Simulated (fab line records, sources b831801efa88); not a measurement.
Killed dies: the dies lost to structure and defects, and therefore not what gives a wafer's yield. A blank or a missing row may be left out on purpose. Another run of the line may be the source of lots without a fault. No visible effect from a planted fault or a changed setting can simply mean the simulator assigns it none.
fab line records	flow sky130
record: lots: 7	wafers: 21	lastDay: 50
route steps=708 shown NWELL@77 PWDE@84 VT_ADJUST_HVTP@85 PAD_OPEN@708
lots untouched by any fault: they come from a run of this same line in which no faults occurred
startH: the number of hours between the record's first day and the start of the first shown wafer of the lot	waitH: hours from the lot's prior step to this one	" unchanged from the row above	L1.1+2: several wafers, shown together as one row	- either no value or no given start	* or withheld: withheld	< > ~ a bound
route shown NAME@n: names a module that has steps shown in the file, with the first one's number in the route	usual: average and standard deviation across the fault-free wafers	same: alike in all rows	chamber/n: place in a boat	sites: readings site by site	_std_site: the values' standard deviation	_edge_site: the outer-site mean with the inner-site mean subtracted	radiusMm: for every site, how far away it sits from the centre of the wafer	mask NAME#n: copy n	behind: the last tool/chamber to shape the wafer	hold: cause of the lot's hold/its duration in hours/its outcome	device: the transistor (n, p or np) that didn't switch	end of line: tests of these same wafers at the route's end	a step given without rows: its recipe and nothing more	killed: not the wafer's yield, but the dies lost to structure and defects at the first sort	map: per-die view of a wafer (x killed, . not killed, _ where there is no die)
set.NAME: the setting the step ran with; set.NAME@STEP: the setting that earlier step ran with	model.NAME: the simulator's own value behind a step, which no gauge read
a table for each step, a row for each wafer; lots at some steps of the route
services: from which hour (startH, from the record's first day; less than 0 if before it) a tool's chamber was out of use, for how many hours, and why
== steps ==
step: SKY_NWELL_IMPLANT_24
recipe: species: B	energyKev: 140	doseCm2: 9.2e+12	tiltDeg: withheld
step: SKY_NWELL_STRIP_25
recipe: chemistry: O2/N2	powerW: 1400	pressureMtorr: 1500	platenTempC: withheld	o2FlowSccm: 3000	n2FlowSccm: 300	overashFraction: 0.5
usual: drypumpMotorCurrentA: 5.8/0.48	oesProductAu: 0.723/0.0046	stripTimeToEndpointS: 36.94/0.11
lot.wafer	tool	chamber	startH	waitH	drypumpMotorCurrentA	oesProductAu	rfHoursCounterH	stripTimeToEndpointS
L261.2	plasmaAsher-03	0	103.12	0.1	6.5	0.723	39	36.83
L261.3	"	0	"	"	6.5	0.715	-	36.90
L261.5	"	1	"	"	5.8	0.724	-	36.93
L262.2	plasmaAsher-03	1	109.47	0.1	5.8	0.731	40	36.97
L262.3	"	1	"	"	5.8	0.720	-	36.87
L262.6	"	0	"	"	6.5	0.728	-	36.96
L265.3	plasmaAsher-02	0	127.79	0.1	5.3	0.725	-	36.94
L265.4	"	1	"	"	6.1	0.720	-	36.94
L265.6	"	1	"	"	6.1	0.723	-	36.86
L267.3	plasmaAsher-01	1	135.61	0.1	5.7	0.724	-	37.13
L267.5	"	0	"	"	5.1	0.724	-	37.13
L267.6	"	1	"	"	5.7	0.726	-	37.09
L269.1	plasmaAsher-03	1	149.91	0.1	5.8	0.729	44	37.07
L269.4	"	0	"	"	6.5	0.721	-	37.06
L269.5	"	1	"	"	5.8	0.717	-	37.02
L278.1	plasmaAsher-02	0	221.77	0.1	5.3	0.731	53	36.91
L278.4	"	0	"	"	5.3	0.721	-	36.99
L278.5	"	0	"	"	5.3	0.722	-	36.95
L282.3	plasmaAsher-01	0	235.30	0.1	5.1	0.727	-	36.86
L282.5	"	0	"	"	5.1	0.730	-	36.80
L282.6	"	1	"	"	5.7	0.735	-	36.88
step: SKY_NWELL_TW_MEAS_26
usual: NWELL_2_TW: 493/3.9
lot.wafer	tool	chamber	startH	waitH	NWELL_2_TW
L261.2	filmMetro-01	-	103.23	0.1	487
L261.3	"	-	"	"	486
L261.5	"	-	"	"	487
L262.2	filmMetro-02	-	109.58	0.1	495
L262.3	"	-	"	"	496
L262.6	"	-	"	"	495
L265.3	filmMetro-01	-	127.88	0.1	490
L265.4	"	-	"	"	491
L265.6	"	-	"	"	491
L267.3	filmMetro-01	-	135.69	0.1	489
L267.5	"	-	"	"	492
L267.6	"	-	"	"	487
L269.1	filmMetro-04	-	150.01	0.1	496
L269.4	"	-	"	"	493
L269.5	"	-	"	"	496
L278.1	filmMetro-04	-	221.87	0.1	495
L278.4	"	-	"	"	498
L278.5	"	-	"	"	497
L282.3	filmMetro-01	-	235.39	0.1	489
L282.5	"	-	"	"	489
L282.6	"	-	"	"	489
step: SKY_NWELL_CLEAN_27
recipe: chemistry: SC1/SC2	mix: 1:4:20	tempC: 70	timeS: 150	dry: n2Spin
step: SKY_NWELL_RTA_28
recipe: tempC: 1050	timeS: 30	idleTempC: 650	rampUpCPerS: 150	rampDownCPerS: 90	ambient: N2
usual: chamberO2Ppm: 2.003/0.022	lampPowerPct: 25.30/0.051	wafer_temp_C_max: 1054.9/1
lot.wafer	tool	chamber	startH	waitH	chamberO2Ppm	lampPowerPct	wafer_temp_C_max
L261.2	rtpAnneal-02	0	103.35	0.0	1.993	25.31	1054.3
L261.3	"	0	"	"	2.003	25.26	1055.0
L261.5	"	0	"	"	2.034	25.26	1053.5
L262.2	rtpAnneal-01	0	109.70	0.0	2.017	25.33	1055.8
L262.3	"	0	"	"	1.979	25.27	1053.2
L262.6	"	0	"	"	1.981	25.34	1055.8
L265.3	rtpAnneal-02	0	128.00	0.0	2.021	25.29	1054.7
L265.4	"	0	"	"	2.034	25.32	1055.7
L265.6	"	0	"	"	2.030	25.30	1054.6
L267.3	rtpAnneal-02	0	135.82	0.0	2.029	25.31	1054.3
L267.5	"	0	"	"	2.002	25.32	1053.7
L267.6	"	0	"	"	1.969	25.32	1056.3
L269.1	rtpAnneal-01	0	150.12	0.0	2.013	25.35	1056.2
L269.4	"	0	"	"	2.042	25.35	1055.9
L269.5	"	0	"	"	2.005	25.38	1053.2
L278.1	rtpAnneal-02	0	221.98	0.0	2.041	25.34	1055.8
L278.4	"	0	"	"	1.978	25.41	1053.5
L278.5	"	0	"	"	1.995	25.16	1054.9
L282.3	rtpAnneal-02	0	235.55	0.1	2.013	25.31	1054.9
L282.5	"	0	"	"	2.023	25.28	1055.8
L282.6	"	0	"	"	1.984	25.32	1053.9
step: SKY_NWELL_RS_MEAS_29
recipe: thkMeasGauge: four-point-probe
usual: NWELL_RS: 624.6/1.5
lot.wafer	tool	chamber	startH	waitH	NWELL_RS[ohm/sq]
L261.2	filmMetro-04	-	103.45	0.1	626.3
L261.3	"	-	"	"	626.2
L261.5	"	-	"	"	625.4
L262.2	filmMetro-02	-	109.80	0.1	626.3
L262.3	"	-	"	"	624.5
L262.6	"	-	"	"	625.1
L265.3	filmMetro-04	-	128.11	0.1	624.4
L265.4	"	-	"	"	623.2
L265.6	"	-	"	"	624.6
L267.3	filmMetro-02	-	135.92	0.1	624.8
L267.5	"	-	"	"	624.6
L267.6	"	-	"	"	626.0
L269.1	filmMetro-02	-	150.22	0.1	624.1
L269.4	"	-	"	"	622.4
L269.5	"	-	"	"	624.5
L278.1	filmMetro-04	-	222.08	0.1	625.3
L278.4	"	-	"	"	625.2
L278.5	"	-	"	"	628.5
L282.3	filmMetro-04	-	235.72	0.1	626.6
L282.5	"	-	"	"	627.0
L282.6	"	-	"	"	626.1
step: SKY_NWELL_RS_MEAS_31
recipe: thkMeasGauge: four-point-probe
usual: PWDE_RS: 5278/16
lot.wafer	tool	chamber	startH	waitH	PWDE_RS[ohm/sq]
L261.2	filmMetro-04	-	103.69	0.1	5282
L261.3	"	-	"	"	5268
L261.5	"	-	"	"	5281
L262.2	filmMetro-02	-	110.04	0.1	5264
L262.3	"	-	"	"	5265
L262.6	"	-	"	"	5267
L265.3	filmMetro-04	-	128.35	0.1	5301
L265.4	"	-	"	"	5310
L265.6	"	-	"	"	5311
L267.3	filmMetro-02	-	136.16	0.1	5249
L267.5	"	-	"	"	5280
L267.6	"	-	"	"	5269
L269.1	filmMetro-02	-	150.46	0.1	5294
L269.4	"	-	"	"	5286
L269.5	"	-	"	"	5287
L278.1	filmMetro-04	-	222.32	0.1	5295
L278.4	"	-	"	"	5283
L278.5	"	-	"	"	5305
L282.3	filmMetro-04	-	235.96	0.1	5275
L282.5	"	-	"	"	5279
L282.6	"	-	"	"	5283
step: SKY_VT_ADJUST_HVTP_DEHYDRATE_00
recipe: tempC: 200	timeS: 60
step: SKY_VT_ADJUST_HVTP_HMDS_01
recipe: primeTimeS: 60	primeTempC: 120
step: SKY_VT_ADJUST_HVTP_COAT_02
recipe: resist: NOVOLAK	spinRpm: 3000	resistThkNm: 1140
step: SKY_VT_ADJUST_HVTP_SOFTBAKE_03
recipe: tempC: 90	timeS: 60	resist: NOVOLAK
step: SKY_VT_ADJUST_HVTP_EXPOSE_04
recipe: maskId: HVTPM	na: 0.6	sourceShape: conventional	sigmaOuter: 0.6	polarization: unpolarized	targetCdNm: 380	doseMj: 140
usual: stageVelMmS: 500.01/0.25
lot.wafer	tool	chamber	startH	waitH	mask	stageVelMmS	model.VT_ADJUST_HVTP.overlayXNm
L261.2	ilineStepper-02	0	112.09	-	HVTPM#0	499.74	-0.3437
L261.3	"	0	"	"	HVTPM#0	499.49	-0.3437
L261.5	"	0	"	"	HVTPM#0	499.66	-0.3437
L262.2	ilineStepper-01	0	118.06	-	HVTPM#0	499.97	-1.095
L262.3	"	0	"	"	HVTPM#0	499.85	-1.095
L262.6	"	0	"	"	HVTPM#0	500.00	-1.095
L265.3	ilineStepper-01	0	138.64	-	HVTPM#0	500.24	-134.6
L265.4	"	0	"	"	HVTPM#0	500.31	-134.6
L265.6	"	0	"	"	HVTPM#0	500.34	-134.6
L267.3	ilineStepper-01	0	145.82	-	HVTPM#0	500.12	-134
L267.5	"	0	"	"	HVTPM#0	500.07	-134
L267.6	"	0	"	"	HVTPM#0	500.12	-134
L269.1	ilineStepper-01	0	161.43	-	HVTPM#0	499.84	-133.6
L269.4	"	0	"	"	HVTPM#0	499.87	-133.6
L269.5	"	0	"	"	HVTPM#0	499.56	-133.6
L278.1	ilineStepper-02	0	233.69	-	HVTPM#0	500.10	-0.6069
L278.4	"	0	"	"	HVTPM#0	500.38	-0.6069
L278.5	"	0	"	"	HVTPM#0	500.12	-0.6069
L282.3	ilineStepper-02	0	247.69	-	HVTPM#0	500.25	0.06041
L282.5	"	0	"	"	HVTPM#0	500.60	0.06041
L282.6	"	0	"	"	HVTPM#0	500.38	0.06041
step: SKY_VT_ADJUST_HVTP_PEB_05
recipe: tempC: withheld	timeS: *	resist: NOVOLAK
step: SKY_VT_ADJUST_HVTP_DEVELOP_06
recipe: resist: NOVOLAK	developer: TMAH	developTimeS: 60	devTempC: 23
step: SKY_VT_ADJUST_HVTP_CD_MEAS_07
recipe: targetCdNm: 380
usual: cdNm: 379.0/1.8
lot.wafer	tool	chamber	startH	waitH	cdNm
L261.2	cdSem-01	-	119.61	0.1	377.9
L261.3	"	-	"	"	376.9
L261.5	"	-	"	"	380.9
L262.2	cdSem-01	-	126.16	0.1	379.9
L262.3	"	-	"	"	381.9
L262.6	"	-	"	"	381.4
L265.3	cdSem-01	-	147.98	0.1	379.7
L265.4	"	-	"	"	379.8
L265.6	"	-	"	"	379.0
L267.3	cdSem-02	-	155.58	0.1	378.7
L267.5	"	-	"	"	378.8
L267.6	"	-	"	"	378.4
L269.1	cdSem-02	-	171.16	0.1	379.3
L269.4	"	-	"	"	381.8
L269.5	"	-	"	"	380.5
L278.1	cdSem-01	-	244.60	0.1	380.6
L278.4	"	-	"	"	377.7
L278.5	"	-	"	"	380.2
L282.3	cdSem-02	-	259.53	0.1	377.5
L282.5	"	-	"	"	375.6
L282.6	"	-	"	"	377.5
step: SKY_VT_ADJUST_HVTP_OVL_MEAS_08
usual: VT_ADJUST_HVTP_OVL: 0.6/1.3
lot.wafer	tool	chamber	startH	waitH	hold	VT_ADJUST_HVTP_OVL[nm]
L261.2	overlay-01	-	119.71	0.1	-	-0.2
L261.3	"	-	"	"	-	-0.4
L261.5	"	-	"	"	-	0.0
L262.2	overlay-02	-	126.26	0.1	-	0.9
L262.3	"	-	"	"	-	0.1
L262.6	"	-	"	"	-	-0.5
L265.3	overlay-02	-	148.07	0.1	awaitDispo/0.2h/release	-133.6
L265.4	"	-	"	"	awaitDispo/0.2h/release	-135.7
L265.6	"	-	"	"	awaitDispo/0.2h/release	-132.7
L265.3	overlay-02	-	148.27	0.2	-	-133.9
L265.4	"	-	"	"	-	-136.9
L265.6	"	-	"	"	-	-133.4
L267.3	overlay-02	-	155.67	0.1	awaitDispo/0.2h/release	-134.0
L267.5	"	-	"	"	awaitDispo/0.2h/release	-131.3
L267.6	"	-	"	"	awaitDispo/0.2h/release	-132.6
L267.3	overlay-02	-	155.87	0.2	-	-135.5
L267.5	"	-	"	"	-	-132.7
L267.6	"	-	"	"	-	-133.8
L269.1	overlay-01	-	171.28	0.1	awaitDispo/0.2h/release	-131.0
L269.4	"	-	"	"	awaitDispo/0.2h/release	-131.4
L269.5	"	-	"	"	awaitDispo/0.2h/release	-130.9
L269.1	overlay-01	-	171.48	0.2	-	-132.1
L269.4	"	-	"	"	-	-132.1
L269.5	"	-	"	"	-	-131.6
L278.1	overlay-01	-	244.72	0.1	-	-0.2
L278.4	"	-	"	"	-	0.7
L278.5	"	-	"	"	-	1.2
L282.3	overlay-01	-	259.62	0.1	-	-0.1
L282.5	"	-	"	"	-	-0.6
L282.6	"	-	"	"	-	-0.4
step: SKY_PAD_OPEN_PROBE_99
usual: defectLimitedYield: 82.8/1.8	killed_at_M0_to_M3: 42/6.4	killed_at_M4_up: 3.0/2	killedAtContacts: 24/5.2	killedAtFrontEnd: 14/4.2	killedAtOther: 0.4/0.72	killedDies: 84/9	killedOpen: 46/6.6	killedShort: 38/6	sort_bin_3_pad_short: 0.9/0.4	sort_bin_5_function: 10.1/1.4	sort_bin_6_memory: 6.2/1.1	sortNPass: 408/9	sortYieldPct: 82.8/1.8
same: grossDies: 492	killedAtBackSide: 0	sort_bin_4_leakage[%]: 0	sort_bin_8_speed[%]: 0
lot.wafer	tool	chamber	startH	waitH	defectLimitedYield[%]	killed_at_M0_to_M3	killed_at_M4_up	killedAtContacts	killedAtFrontEnd	killedAtOther	killedDies	killedOpen	killedShort	sort_bin_3_pad_short[%]	sort_bin_5_function[%]	sort_bin_6_memory[%]	sortNPass	sortYieldPct[%]
L278.1	prober-02	-	1183.58	0.1	87.8	27	3	20	10	0	60	31	29	0.4	8.5	3.3	432	87.8
L278.4	prober-02	-	1183.73	0.2	82.5	47	0	30	9	0	86	46	40	1.2	11.8	4.5	406	82.5
L278.5	prober-02	-	1183.78	0.2	81.9	49	0	29	10	1	89	46	42	1.6	9.8	6.7	403	81.9
killed by level:class
L278.1 VIA1:geometricParticle:open=6 METAL1:geometricParticle:short=6 LI_CONTACT:geometricParticle:open=5 CONTACT:geometricParticle:open=5 METAL2:geometricParticle:short=5 CONTACT:geometricParticle:short=4 FIELD_ISO:geometricParticle:short=3 POLY_GATE:geometricParticle:open=3
L278.4 VIA1:geometricParticle:open=13 VIA2:geometricParticle:open=8 LOCAL_INTERCONNECT:geometricParticle:short=7 VIA3:geometricParticle:open=7 CONTACT:geometricParticle:short=6 CONTACT:geometricParticle:open=6 METAL2:geometricParticle:short=6 LI_CONTACT:geometricParticle:short=5
L278.5 VIA1:geometricParticle:open=8 CONTACT:geometricParticle:open=8 METAL1:geometricParticle:short=8 VIA1:geometricParticle:short=8 VIA3:geometricParticle:open=8 LI_CONTACT:geometricParticle:open=7 METAL2:geometricParticle:short=5 FIELD_ISO:geometricParticle:short=4
== services ==
tool	chamber	startH	hours	kind
ilineStepper-02	-	85.07	1.7	pm
ilineStepper-01	-	101.93	1.7	pm
ilineStepper-01	0	117.05	-	calibration
ilineStepper-02	-	135.20	4.4	pm
ilineStepper-02	0	136.41	-	calibration
plasmaAsher-02	-	157.08	3.6	repair
plasmaAsher-03	-	230.10	2.5	repair
== key ==
firstSign: step: SKY_VT_ADJUST_HVTP_OVL_MEAS_08	reading: visit	direction: added
effect: step: SKY_VT_ADJUST_HVTP_OVL_MEAS_08	reading: VT_ADJUST_HVTP_OVL	direction: down	sigmas: 99+	usual: 0.6	struck: -132.6
modelEffect: step: SKY_VT_ADJUST_HVTP_EXPOSE_04	value: VT_ADJUST_HVTP.overlayXNm	without: 0.2993	struck: -134.1
metAt SKY_VT_ADJUST_HVTP_EXPOSE_04
struckWafers L265.3,L265.4,L265.6,L267.3,L267.5,L267.6,L269.1,L269.4,L269.5
scrappedBehind SKY_VT_ADJUST_HVTP_OVL_MEAS_08 L265.3,L265.4,L265.6,L267.3,L267.5,L267.6,L269.1,L269.4,L269.5
onsetBetween 118.06 138.64
fault: kind: scannerMatchingOverlay	tool: ilineStepper-01	chamber: -	onsetH: 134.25	steps: SKY_VT_ADJUST_HVTP_EXPOSE_04	offset: -134.38
